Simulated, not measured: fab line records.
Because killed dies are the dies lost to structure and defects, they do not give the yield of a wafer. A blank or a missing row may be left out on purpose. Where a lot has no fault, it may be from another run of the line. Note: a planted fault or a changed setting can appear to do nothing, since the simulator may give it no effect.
Which tool did it?	flow gf180mcu	21 wafers from 7 lots sampled at 3 of the route's 602 steps

## WHAT THE GAUGES SHOWED, per wafer
GF_HV_LDD_OVL_MEAS_47.
lot	measured	on	HV_LDD_03_OVL (nm)
L634	day 13 03:36	overlay-02	-0.3 -0.6 -0.4
L638	day 14 08:38	overlay-01	-1.8 -1.9 0.0
L646	day 17 05:50	overlay-01	-2.2 -1.7 0.3
L648	day 17 19:35	overlay-02	-1.1 -0.3 -0.2
L650	day 18 15:32	overlay-01	-0.3 0.7 1.2
L653	day 19 19:02	overlay-01	2.4 -0.4 2.1
L655	day 20 09:25	overlay-02	0.5 -1.1 -2.8

## EACH LOT AND THE TOOL THAT RAN IT (in order: tool; ch and the chambers of the sampled wafers; start)
lot	GF_HV_LDD_COAT_26	GF_HV_LDD_STRIP_37
L634	lithoTrack-04 ch 0, day 11 21:14	plasmaAsher-04 ch 0,1, day 12 07:48
L638	lithoTrack-04 ch 0, day 13 01:16	plasmaAsher-04 ch 0,1, day 13 12:15
L646	lithoTrack-03 ch 0, day 15 19:22	plasmaAsher-04 ch 0,1, day 16 06:54
L648	lithoTrack-01 ch 0, day 16 08:10	plasmaAsher-01 ch 0,1, day 16 21:00
L650	lithoTrack-01 ch 0, day 17 02:25	plasmaAsher-03 ch 0,1, day 17 15:25
L653	lithoTrack-03 ch 0, day 18 05:05	plasmaAsher-01 ch 0,1, day 18 18:33
L655	lithoTrack-01 ch 0, day 18 19:20	plasmaAsher-01 ch 0,1, day 19 08:37
- GF_HV_LDD_COAT_26: resist thk 1000 nm.
- GF_HV_LDD_STRIP_37: strips in O2/N2.

## THE ANSWER, worked out from the rows above alone
Rule: what is usual is taken from the lots themselves. Put in order of their means at a reading, lots are off if they are a third of the lots or fewer, leave a main group of 4 or more, and stand apart from it by a gap of 3 or more times the standard deviation of the main group's means; of several such gaps the widest counts. A main group whose means are all the same, to the digits that the tables above print for the reading, isn't used. A lot without any number at a reading at which 4 lots or more have one is off too. Any other lot the step has rows for is counted as sound.
Across all readings shown, no lot is off: no conclusion can be drawn from this.

## WHAT HAD BEEN PUT IN BY THE SIMULATOR
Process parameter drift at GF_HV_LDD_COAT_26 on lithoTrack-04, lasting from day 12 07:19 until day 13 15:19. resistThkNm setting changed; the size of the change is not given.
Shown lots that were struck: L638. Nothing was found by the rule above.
